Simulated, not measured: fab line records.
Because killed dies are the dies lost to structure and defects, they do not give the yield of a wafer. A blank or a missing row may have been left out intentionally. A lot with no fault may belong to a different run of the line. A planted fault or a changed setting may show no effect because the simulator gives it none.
Check for tools in common + flow sky130 + 12 lots, 42 wafers sampled

REASON FOR OPENING
At SKY_VT_ADJUST_PCH_TW_MEAS_10 the reading VT_ADJUST_PCH_TW is flagged on 2 of 12 lots. Fault-free wafers read 142.8, with a standard deviation of 1.1.
Rule: flag the lot when none of its wafers has a number, or when each of its wafers that has one lies beyond 4 standard deviations from that mean. As for the other lots, they are considered sound.

| lot  | measured     | on            | VT_ADJUST_PCH_TW, wafer by wafer    | flag    |
|------|--------------|---------------|-------------------------------------|---------|
| L882 | day 10 09:59 | film_metro-01 | 143.9 143.8 143.2                   |         |
| L886 | day 11 18:41 | film_metro-01 | 141.6 142.5 142.4                   |         |
| L887 | day 12 05:56 | film_metro-03 | 142.1 142.2 141.9                   |         |
| L888 | day 12 06:01 | film_metro-03 | 141.8 141.3 141.0                   |         |
| L889 | day 12 14:00 | film_metro-01 | 141.4 141.6 142.6                   |         |
| L891 | day 13 07:06 | film_metro-03 | 142.0 141.9 142.0                   |         |
| L894 | day 14 05:50 | film_metro-02 | 143.8 143.6 143.4                   |         |
| L895 | day 14 10:53 | film_metro-03 | 141.5 141.1 141.7                   |         |
| L897 | day 15 23:00 | film_metro-02 | 144.7 142.6 144.4                   |         |
| L898 | day 16 01:51 | film_metro-01 | 148.1 149.0 148.8 148.1 148.5 149.2 | FLAGGED |
| L899 | day 16 03:57 | film_metro-02 | 150.4 150.6 150.7 150.4 150.5 150.7 | FLAGGED |
| L903 | day 17 05:03 | film_metro-01 | 143.0 142.6 141.9                   |         |
The numbers of the flagged lots are 149.6 on average: +6.8 against the usual, or +6 standard deviations.

LOT BY LOT: THE TOOL USED
2 process steps preceding the reading are held in the record, out of 708 steps in the route. In each cell: the tool, then ch and the chambers that the sampled wafers went through, then the start.
| lot  | flag    | SKY_VT_ADJUST_HVTR_STRIP_10          | SKY_VT_ADJUST_PCH_IMPLANT_08    |
|------|---------|--------------------------------------|---------------------------------|
| L882 |         | plasma_asher-03 ch 0,1, day 9 11:46  | implanter-01 ch 0, day 10 09:44 |
| L886 |         | plasma_asher-03 ch 0,1, day 10 18:13 | implanter-04 ch 0, day 11 18:26 |
| L887 |         | plasma_asher-03 ch 0,1, day 11 05:01 | implanter-02 ch 0, day 12 05:41 |
| L888 |         | plasma_asher-04 ch 0,1, day 11 05:19 | implanter-04 ch 0, day 12 05:47 |
| L889 |         | plasma_asher-03 ch 0,1, day 11 13:55 | implanter-02 ch 0, day 12 13:45 |
| L891 |         | plasma_asher-04 ch 0,1, day 12 06:05 | implanter-04 ch 0, day 13 06:51 |
| L894 |         | plasma_asher-04 ch 0,1, day 13 03:25 | implanter-01 ch 0, day 14 05:35 |
| L895 |         | plasma_asher-01 ch 0, day 13 08:58   | implanter-01 ch 0, day 14 10:38 |
| L897 |         | plasma_asher-01 ch 0, day 14 19:43   | implanter-02 ch 0, day 15 22:45 |
| L898 | FLAGGED | plasma_asher-01 ch 0,1, day 14 22:55 | implanter-01 ch 0, day 16 01:36 |
| L899 | FLAGGED | plasma_asher-01 ch 0,1, day 15 01:04 | implanter-01 ch 0, day 16 03:42 |
| L903 |         | plasma_asher-01 ch 0, day 16 00:44   | implanter-04 ch 0, day 17 04:49 |
What these steps do:
- SKY_VT_ADJUST_HVTR_STRIP_10: strips in O2/N2.
- SKY_VT_ADJUST_PCH_IMPLANT_08
- SKY_VT_ADJUST_PCH_TW_MEAS_10

FLAGGED OVER TOTAL, TOOL BY TOOL (the gauges that took the reading come last)
| step                         | tool            | lots run | flagged | share of the flagged lots | sound lots run after its first flagged lot |
|------------------------------|-----------------|----------|---------|---------------------------|--------------------------------------------|
| SKY_VT_ADJUST_HVTR_STRIP_10  | plasma_asher-01 | 5        | 2       | all                       | 1 (L903)                                   |
| SKY_VT_ADJUST_HVTR_STRIP_10  | plasma_asher-03 | 4        | 0       | none                      | -                                          |
| SKY_VT_ADJUST_HVTR_STRIP_10  | plasma_asher-04 | 3        | 0       | none                      | -                                          |
| SKY_VT_ADJUST_PCH_IMPLANT_08 | implanter-01    | 5        | 2       | all                       | 0                                          |
| SKY_VT_ADJUST_PCH_IMPLANT_08 | implanter-02    | 3        | 0       | none                      | -                                          |
| SKY_VT_ADJUST_PCH_IMPLANT_08 | implanter-04    | 4        | 0       | none                      | -                                          |
| SKY_VT_ADJUST_PCH_TW_MEAS_10 | film_metro-01   | 5        | 1       | some                      | 1 (L903)                                   |
| SKY_VT_ADJUST_PCH_TW_MEAS_10 | film_metro-02   | 3        | 1       | some                      | 0                                          |
| SKY_VT_ADJUST_PCH_TW_MEAS_10 | film_metro-03   | 4        | 0       | none                      | -                                          |

THE TABLE: WHAT IT ALLOWS
Table rows that saw every flagged lot: 2, namely plasma_asher-01 at SKY_VT_ADJUST_HVTR_STRIP_10 and implanter-01 at SKY_VT_ADJUST_PCH_IMPLANT_08.
- plasma_asher-01 at SKY_VT_ADJUST_HVTR_STRIP_10 ran 5 lots, 2 of them flagged. Sound lots ran on it after the first flagged one (L903), which a lasting fault on the whole tool wouldn't allow.
- implanter-01 at SKY_VT_ADJUST_PCH_IMPLANT_08 ran 5 lots, 2 of them flagged. Last sound lot L895 at day 14 10:38, first flagged lot L898 at day 16 01:36; a fault beginning in between fits. Its own readings (beam_on_s, end_station_pressure_torr, faraday_current_uA) fall more than 4 standard deviations out on all wafers of the flagged lots.
One tool is left: implanter-01 at SKY_VT_ADJUST_PCH_IMPLANT_08.

WHAT THE SIMULATOR HAD PUT IN
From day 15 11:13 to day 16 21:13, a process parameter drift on implanter-01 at SKY_VT_ADJUST_PCH_IMPLANT_08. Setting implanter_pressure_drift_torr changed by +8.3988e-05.
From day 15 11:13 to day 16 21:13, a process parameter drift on implanter-01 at SKY_VT_ADJUST_PCH_IMPLANT_08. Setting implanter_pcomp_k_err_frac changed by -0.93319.
Shown lots that were struck: L898, L899. The rule given above showed the same thing.
